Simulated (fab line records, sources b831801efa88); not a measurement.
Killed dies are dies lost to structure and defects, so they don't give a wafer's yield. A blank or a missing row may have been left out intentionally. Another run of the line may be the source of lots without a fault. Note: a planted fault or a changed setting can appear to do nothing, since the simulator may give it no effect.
A lot that was struck, set against a sound lot / flow gf180mcu / 15 steps out of a route of 602
Sound: wafers L492.2, L492.3, L492.5. Struck: wafers L501.2, L501.3, L501.6. The cause is named last.
Per side, at each step with rows, come the tool, then ch with its chambers, and then its first start. Under that, the readings that differ: sound wafers / struck wafers / difference of the means / sigmas: that difference in standard deviations of wafers without a fault.
alike: readings whose means differ by less than 2 such deviations, and words and numbers that are the same on both sides. not compared: withheld readings, readings that some wafer has no value for, bounds like >300 that may hide the same value, and numbers for which the record gives no deviation and whose values overlap.
The two part at a step that has a row with sigmas, a row that says differs or no value, or rows on one side only. When numbers do not overlap yet have no deviation, they are printed without sigmas and do not part them. A reading that every wafer of one side lacks parts them only if that side has two wafers or more.

first, 2 steps without rows for these wafers: GF_V4_SPUTTER_22 (material TiN, target thk 10 nm, time 40 s); GF_V4_CVD_23 (deposits W, target thk 350 nm, time 104.9 s).
GF_V4_RS_MEAS_24: measures by four-point-probe.
  sound: film_metro-04 at day 25 11:01; struck: film_metro-03 at day 28 09:25
  alike: V4_W_RS
GF_V4_THK_MEAS_25: measures by xrf.
  sound: film_metro-04 at day 25 11:08; struck: film_metro-03 at day 28 09:31
  alike: V4_W_THK
then, 1 step without rows for these wafers: GF_V4_CMP_26 (polishes, stops on SiO2, t overpolish 15 s, target thk 0 nm).
GF_MIM_SPUTTER_00: material Ti, target thk 37.5 nm, time 150 s.
  sound: pvd_sputter-04 at day 25 11:29; struck: pvd_sputter-01 at day 28 09:52
  alike: chamber_pressure_pa, throttle_valve_pct
then, 1 step without rows for these wafers: GF_MIM_SPUTTER_01 (material TiN, target thk 30 nm, time 25 s).
GF_MIM_SPUTTER_02: material AlCu, target thk 450 nm, time 23.9 s.
  sound: pvd_sputter-04 at day 25 11:37; struck: pvd_sputter-01 at day 28 10:00
  alike: chamber_pressure_pa, throttle_valve_pct
then, 1 step without rows for these wafers: GF_MIM_SPUTTER_03 (material Ti, target thk 10 nm, time 6.7 s).
GF_MIM_SPUTTER_04: material TiN, target thk 50 nm, time 41.7 s.
  sound: pvd_sputter-04 at day 25 11:40; struck: pvd_sputter-01 at day 28 10:03
  alike: chamber_pressure_pa, throttle_valve_pct
GF_MIM_CVD_05: deposits Si3N4, target thk 42 nm, time 29.086 s.
  sound on pecvd-04 ch 0,1, day 25 11:42; struck on pecvd-03 ch 0,1,2, day 28 10:05
  alike: heater_power_w
GF_MIM_THK_MEAS_06:
  sound: film_metro-04 at day 25 11:44; struck: film_metro-01 at day 28 10:08
  alike: MIM_CVD_05_THK
GF_MIM_SPUTTER_07: material TiN, target thk 60 nm, time 50 s.
  sound: pvd_sputter-02 at day 25 11:47; struck: pvd_sputter-02 at day 28 10:11
reading=chamber_pressure_pa (Pa); sound=0.4006 0.4010 0.4007; struck=0.4351 0.4336 0.4345; difference=+0.0336; sigmas=+35
  alike: throttle_valve_pct
GF_MIM_SPUTTER_08: material AlCu, target thk 200 nm, time 10.6 s.
  sound: pvd_sputter-02 at day 25 11:50; struck: pvd_sputter-02 at day 28 10:14
  alike: chamber_pressure_pa, throttle_valve_pct
-- the record jumps here: 4 days lie between the struck wafers' starts before and after (it left off in module MIM and takes up again in module PASSIVATION, whose first step shown is number 602 of the route) --
GF_PASSIVATION_PROBE_99:
  rows exist in the record for the struck wafers here (prober-02, day 32 10:49), but not for the sound ones

WHERE THEY PART
Last at GF_PASSIVATION_PROBE_99 as far as this record goes, first at GF_MIM_SPUTTER_07.

WHY: whatever the simulator had introduced
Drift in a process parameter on pvd_sputter-02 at GF_MIM_SPUTTER_07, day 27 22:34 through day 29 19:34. Setting chamber_pressure_pa, moved by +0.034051, from 0.4. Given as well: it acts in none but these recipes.
